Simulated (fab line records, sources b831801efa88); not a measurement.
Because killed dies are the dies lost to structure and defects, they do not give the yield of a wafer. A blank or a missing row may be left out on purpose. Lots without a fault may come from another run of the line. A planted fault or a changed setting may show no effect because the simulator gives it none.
fab line records    flow gf180mcu    part 2 of 2: steps 32 to 44 of 44
record: lots: 5  wafers: 15  last_day: 33
route steps=602 shown DUAL_GATE@156 POLY_GATE@157 HV_LDD@176
lots with no fault: from the same line, run without faults
start_h: start of the lot's first displayed wafer, in hours after the record's first day    wait_h: hours elapsed since this lot's preceding step    " as in the row above    L1.1+2: one row covering several wafers at once    - either no value or no given start    * or withheld: withheld    < > ~ a bound
route shown NAME@n: a module of which the file shows steps, and the number in the route of the first    usual: mean/standard deviation taken from wafers without a fault    same: alike in all rows    chamber/n: place in a boat    sites: readings site by site    _std_site: standard deviation of those values    _edge_site: the outer-site mean with the inner-site mean subtracted    radius_mm: for every site, how far away it sits from the centre of the wafer    mask NAME#n: copy n    behind: the last tool/chamber to shape the wafer    hold: the reason the lot was held/the length of the hold in hours/how it ended    device: names the non-switching transistor (n, p or np)    end of line: tests of these same wafers at the route's end    for a step that has no rows: nothing shown but its recipe    killed: not the wafer's yield, but the dies lost to structure and defects at the first sort    map: per-die view of a wafer (x killed, . not killed, _ where there is no die)
set.NAME: the run value of the setting; set.NAME@STEP: its run value at that earlier step    model.NAME: the simulator's own value behind a step, which no gauge read
a table for each step, a row for each wafer; lots at some steps of the route
services: the hour from which a tool's chamber was out of use, counted from the record's first day as start_h (under 0 if before that day), plus the number of hours and why
== steps ==
step: GF_HV_LDD_TW_MEAS_11
usual: HV_LDD_TW: 2443/22
lot.wafer  tool           chamber  start_h  wait_h  HV_LDD_TW
L076.2     film_metro-03  -        228.70   0.1     2418
L076.3     "              -        "        "       2429
L076.6     "              -        "        "       2425
L078.1     film_metro-04  -        247.81   0.1     2442
L078.2     "              -        "        "       2447
L078.6     "              -        "        "       2449
L084.1     film_metro-03  -        289.44   0.1     2433
L084.2     "              -        "        "       2450
L084.5     "              -        "        "       2436
L085.1     film_metro-03  -        299.30   0.1     2453
L085.2     "              -        "        "       2431
L085.3     "              -        "        "       2436
L090.1     film_metro-03  -        333.39   0.1     2426
L090.2     "              -        "        "       2429
L090.4     "              -        "        "       2417
step: GF_HV_LDD_DEHYDRATE_12
recipe: temp_c: 200  time_s: 60
lot.wafer   tool            chamber  start_h  wait_h
L076.2+3+6  litho_track-02  0        236.57   7.9
L078.1+2+6  litho_track-04  0        256.49   8.7
L084.1+2+5  litho_track-02  0        298.90   9.4
L085.1+2+3  litho_track-01  0        309.29   10.0
L090.1+2+4  litho_track-04  0        343.18   9.8
step: GF_HV_LDD_HMDS_13
recipe: prime_time_s: 60  prime_temp_c: 120
lot.wafer   tool            chamber  start_h  wait_h
L076.2+3+6  litho_track-02  0        236.72   0.1
L078.1+2+6  litho_track-04  0        256.64   0.1
L084.1+2+5  litho_track-02  0        299.05   0.1
L085.1+2+3  litho_track-01  0        309.44   0.1
L090.1+2+4  litho_track-04  0        343.33   0.1
step: GF_HV_LDD_COAT_14
recipe: resist: NOVOLAK  spin_rpm: 3000  resist_thk_nm: 1000
lot.wafer   tool            chamber  start_h  wait_h
L076.2+3+6  litho_track-02  0        236.87   0.1
L078.1+2+6  litho_track-04  0        256.79   0.1
L084.1+2+5  litho_track-02  0        299.20   0.1
L085.1+2+3  litho_track-01  0        309.59   0.1
L090.1+2+4  litho_track-04  0        343.48   0.1
step: GF_HV_LDD_SOFTBAKE_15
recipe: temp_c: 90  time_s: 60  resist: NOVOLAK
lot.wafer   tool            chamber  start_h  wait_h
L076.2+3+6  litho_track-02  0        237.02   0.1
L078.1+2+6  litho_track-04  0        256.94   0.1
L084.1+2+5  litho_track-02  0        299.35   0.1
L085.1+2+3  litho_track-01  0        309.74   0.1
L090.1+2+4  litho_track-04  0        343.63   0.1
step: GF_HV_LDD_EXPOSE_16
recipe: mask_id: Pplus_LV_AREA  target_cd_nm: 400  na: 0.6  source_shape: conventional  sigma_outer: 0.6  dose_mj: 140
lot.wafer   tool              chamber  start_h  wait_h  mask
L076.2+3+6  iline_stepper-02  0        -        -       Pplus_LV_AREA#0
L078.1+2+6  iline_stepper-01  0        -        -       Pplus_LV_AREA#0
L084.1+2+5  iline_stepper-02  0        -        -       Pplus_LV_AREA#0
L085.1+2+3  iline_stepper-01  0        -        -       Pplus_LV_AREA#0
L090.1+2+4  iline_stepper-02  0        -        -       Pplus_LV_AREA#0
step: GF_HV_LDD_PEB_17
recipe: temp_c: withheld  time_s: *  resist: NOVOLAK
lot.wafer   tool            chamber  start_h  wait_h
L076.2+3+6  litho_track-02  0        -        -
L078.1+2+6  litho_track-02  0        -        -
L084.1+2+5  litho_track-02  0        -        -
L085.1+2+3  litho_track-04  0        -        -
L090.1+2+4  litho_track-04  0        -        -
step: GF_HV_LDD_DEVELOP_18
recipe: develop_time_s: 60  dev_temp_c: 23
lot.wafer   tool            chamber  start_h  wait_h
L076.2+3+6  litho_track-02  0        246.02   0.1
L078.1+2+6  litho_track-02  0        266.25   0.1
L084.1+2+5  litho_track-02  0        309.70   0.1
L085.1+2+3  litho_track-04  0        319.98   0.1
L090.1+2+4  litho_track-04  0        354.23   0.1
step: GF_HV_LDD_CD_MEAS_19
recipe: target_cd_nm: 400
usual: cd_nm: 400.5/1.7
lot.wafer  tool       chamber  start_h  wait_h  cd_nm
L076.2     cd_sem-01  -        246.17   0.1     398.8
L076.3     "          -        "        "       398.8
L076.6     "          -        "        "       400.7
L078.1     cd_sem-02  -        266.40   0.1     400.9
L078.2     "          -        "        "       398.9
L078.6     "          -        "        "       401.2
L084.1     cd_sem-01  -        309.85   0.1     399.5
L084.2     "          -        "        "       399.3
L084.5     "          -        "        "       398.6
L085.1     cd_sem-02  -        320.13   0.1     402.4
L085.2     "          -        "        "       398.4
L085.3     "          -        "        "       400.4
L090.1     cd_sem-02  -        354.38   0.1     400.4
L090.2     "          -        "        "       401.2
L090.4     "          -        "        "       400.6
step: GF_HV_LDD_OVL_MEAS_20
usual: HV_LDD_01_OVL: 1.0/1.4
lot.wafer  tool        chamber  start_h  wait_h  HV_LDD_01_OVL[nm]
L076.2     overlay-02  -        246.28   0.1     0.6
L076.3     "           -        "        "       1.0
L076.6     "           -        "        "       3.4
L078.1     overlay-02  -        266.52   0.1     0.9
L078.2     "           -        "        "       0.5
L078.6     "           -        "        "       1.8
L084.1     overlay-01  -        309.97   0.1     3.7
L084.2     "           -        "        "       3.3
L084.5     "           -        "        "       3.4
L085.1     overlay-02  -        320.25   0.1     0.9
L085.2     "           -        "        "       1.3
L085.3     "           -        "        "       0.2
L090.1     overlay-01  -        354.50   0.1     1.4
L090.2     "           -        "        "       0.5
L090.4     "           -        "        "       2.9
step: GF_HV_LDD_IMPLANT_21
recipe: species: BF2  energy_kev: 25  dose_cm2: 5e+13  tilt_deg: 6.52
lot.wafer   tool          chamber  start_h  wait_h
L076.2+3+6  implanter-02  0        246.33   0.0
L078.1+2+6  implanter-01  0        266.55   0.0
L084.1+2+5  implanter-03  0        310.00   0.0
L085.1+2+3  implanter-02  0        320.29   0.0
L090.1+2+4  implanter-03  0        354.54   0.0
step: GF_HV_LDD_STRIP_22
recipe: chemistry: O2/N2  power_w: 1400  pressure_mtorr: 1500  platen_temp_c: 250  o2_flow_sccm: 3000  n2_flow_sccm: 300  overash_fraction: 0.5
usual: drypump_motor_current_A: 5.72/0.28  heater_power_w: 321/35  o2_flow_sccm: 3000/9.5  oes_product_au: 0.716/0.0048  strip_time_to_endpoint_s: 12.61/0.035
lot.wafer  tool             chamber  start_h  wait_h  drypump_motor_current_A  heater_power_w  o2_flow_sccm  oes_product_au  rf_hours_counter_h  strip_time_to_endpoint_s
L076.2     plasma_asher-04  1        246.46   0.1     5.39                     297             3005          0.718           47                  12.67
L076.3     "                0        "        "       5.76                     312             3003          0.710           -                   12.67
L076.6     "                0        "        "       5.75                     309             3008          0.709           -                   12.69
L078.1     plasma_asher-04  1        266.70   0.1     5.36                     299             2995          0.719           49                  12.62
L078.2     "                0        "        "       5.74                     306             2991          0.714           49                  12.64
L078.6     "                1        "        "       5.38                     299             2990          0.712           -                   12.60
L084.1     plasma_asher-01  1        310.15   0.1     5.50                     358             2981          0.715           60                  12.64
L084.2     "                0        "        "       6.08                     387             3005          0.714           60                  12.67
L084.5     "                0        "        "       6.13                     385             2996          0.706           -                   12.66
L085.1     plasma_asher-02  1        320.44   0.1     5.84                     253             2997          0.719           25                  12.57
L085.2     "                0        "        "       6.17                     334             2999          0.705           25                  12.56
L085.3     "                1        "        "       5.84                     254             3011          0.716           -                   12.59
L090.1     plasma_asher-04  1        354.69   0.1     5.38                     301             2994          0.720           58                  12.65
L090.2     "                0        "        "       5.75                     310             2991          0.713           58                  12.63
L090.4     "                1        "        "       5.40                     298             2998          0.720           -                   12.61
step: GF_HV_LDD_TW_MEAS_23
usual: HV_LDD_2_TW: 1071/9.1
lot.wafer  tool           chamber  start_h  wait_h  HV_LDD_2_TW
L076.2     film_metro-03  -        246.57   0.1     1057
L076.3     "              -        "        "       1062
L076.6     "              -        "        "       1057
L078.1     film_metro-04  -        266.80   0.1     1089
L078.2     "              -        "        "       1088
L078.6     "              -        "        "       1085
L084.1     film_metro-03  -        310.25   0.1     1068
L084.2     "              -        "        "       1069
L084.5     "              -        "        "       1068
L085.1     film_metro-02  -        320.54   0.1     1078
L085.2     "              -        "        "       1075
L085.3     "              -        "        "       1073
L090.1     film_metro-04  -        354.79   0.1     1083
L090.2     "              -        "        "       1084
L090.4     "              -        "        "       1080
== services ==
tool              chamber  start_h  hours  kind
plasma_asher-01   -        166.36   85.3   repair
iline_stepper-01  -        166.81   4.3    pm
implanter-01      -        166.84   0.6    repair
rie_si-02         3        166.87   7.8    repair
implanter-03      -        167.12   5.4    repair
implanter-02      -        169.90   1.9    repair
krf_scanner-02    -        173.57   0.8    pm
iline_stepper-02  -        178.26   2.6    repair
krf_scanner-02    -        180.06   1.3    pm
iline_stepper-01  -        189.05   1.7    pm
rie_diel-03       -        203.09   1.9    repair
implanter-03      -        213.00   9.3    repair
rie_si-02         0        217.50   11.5   repair
furnace-01        -        222.65   2.7    pm
furnace-01        -        225.31   3.4    pm
iline_stepper-01  -        228.94   0.9    repair
rie_diel-03       -        229.36   15.6   pm
rie_si-02         -        239.16   0.4    repair
iline_stepper-02  -        250.95   8.9    pm
krf_scanner-02    -        289.96   1.0    pm
rie_si-02         3        291.14   13.4   repair
rie_diel-03       3        296.99   2.0    repair
krf_scanner-02    -        340.17   12.8   repair
krf_scanner-02    -        352.96   0.8    pm
